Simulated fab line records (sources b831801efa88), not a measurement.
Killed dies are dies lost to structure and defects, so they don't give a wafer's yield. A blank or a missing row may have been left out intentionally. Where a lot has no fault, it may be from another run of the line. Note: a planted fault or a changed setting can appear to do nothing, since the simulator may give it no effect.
Chamber matching | flow sky130 | SKY_CONTACT_ETCH_16 on rieDiel-02 has 4 sister chambers
The step etches BARC in N2/H2, stops on SiO2, time 45.9 s, target depth 60 nm. 14 wafers are shown with their chamber, then 7 later ones without.

== EACH WAFER AND ITS CHAMBER ==
wafer  | chamber | drypumpMotorCurrentA (A) | oesProductAu (a.u.) | throttleValvePct (%)
L446.2 | 0       | 5.9                      | 0.853               | 13.227
L446.3 | 3       | 5.2                      | 0.853               | 13.225
L446.6 | 1       | 5.6                      | 0.852               | 13.214
L448.1 | 2       | 6.4                      | 0.845               | 13.222
L448.2 | 0       | 5.9                      | 0.848               | 13.224
L448.4 | 3       | 5.1                      | 0.851               | 13.228
L454.1 | 1       | 5.6                      | 0.847               | 13.222
L454.4 | 3       | 5.2                      | 0.849               | 13.203
L454.5 | 1       | 5.6                      | 0.848               | 13.242
L455.2 | 2       | 6.4                      | 0.855               | 13.229
L455.3 | 1       | 5.6                      | 0.852               | 13.208
L455.4 | 3       | 5.1                      | 0.851               | 13.218
L461.1 | 2       | 6.4                      | 0.845               | 13.214
L461.4 | 0       | 5.9                      | 0.851               | 13.226

SIGNATURES, as means of the wafers listed above
reading              | chamber 0 | chamber 1 | chamber 2 | chamber 3 | scatter within a chamber
drypumpMotorCurrentA | 5.900     | 5.600     | 6.400     | 5.150     | 0.0316
oesProductAu         | 0.85067   | 0.84975   | 0.84833   | 0.85100   | 0.00329
throttleValvePct     | 13.22567  | 13.22150  | 13.22167  | 13.21850  | 0.0107
Rule: distance of a wafer from a chamber = root of the sum over the readings of ((wafer's reading minus chamber's mean) / reading's scatter) squared. The wafer belongs to the nearest chamber; if the next one is less than 2 further off, it can't be placed. The scatter: take each reading less its chamber's mean, square it, sum over the shown wafers, divide by the number of wafers less the number of chambers, and take the root.

== WAFERS WITH NO CHAMBER GIVEN ==
wafer  | drypumpMotorCurrentA (A) | oesProductAu (a.u.) | throttleValvePct (%)
L461.5 | 5.1                      | 0.858               | 13.209
L464.2 | 5.2                      | 0.856               | 13.199
L464.5 | 5.1                      | 0.858               | 13.241
L464.6 | 6.4                      | 0.853               | 13.222
L468.3 | 6.4                      | 0.854               | 13.230
L468.4 | 5.1                      | 0.848               | 13.225
L468.6 | 5.1                      | 0.857               | 13.227

== EACH ONE'S CHAMBER ==
wafer  | from the rows above | in truth
L461.5 | 3                   | 3
L464.2 | 3                   | 3
L464.5 | 3                   | 3
L464.6 | 2                   | 2
L468.3 | 2                   | 2
L468.4 | 3                   | 3
L468.6 | 3                   | 3
Correctly placed: 7 of 7. Left unplaced by these rows: 0. 0 placed wrongly.
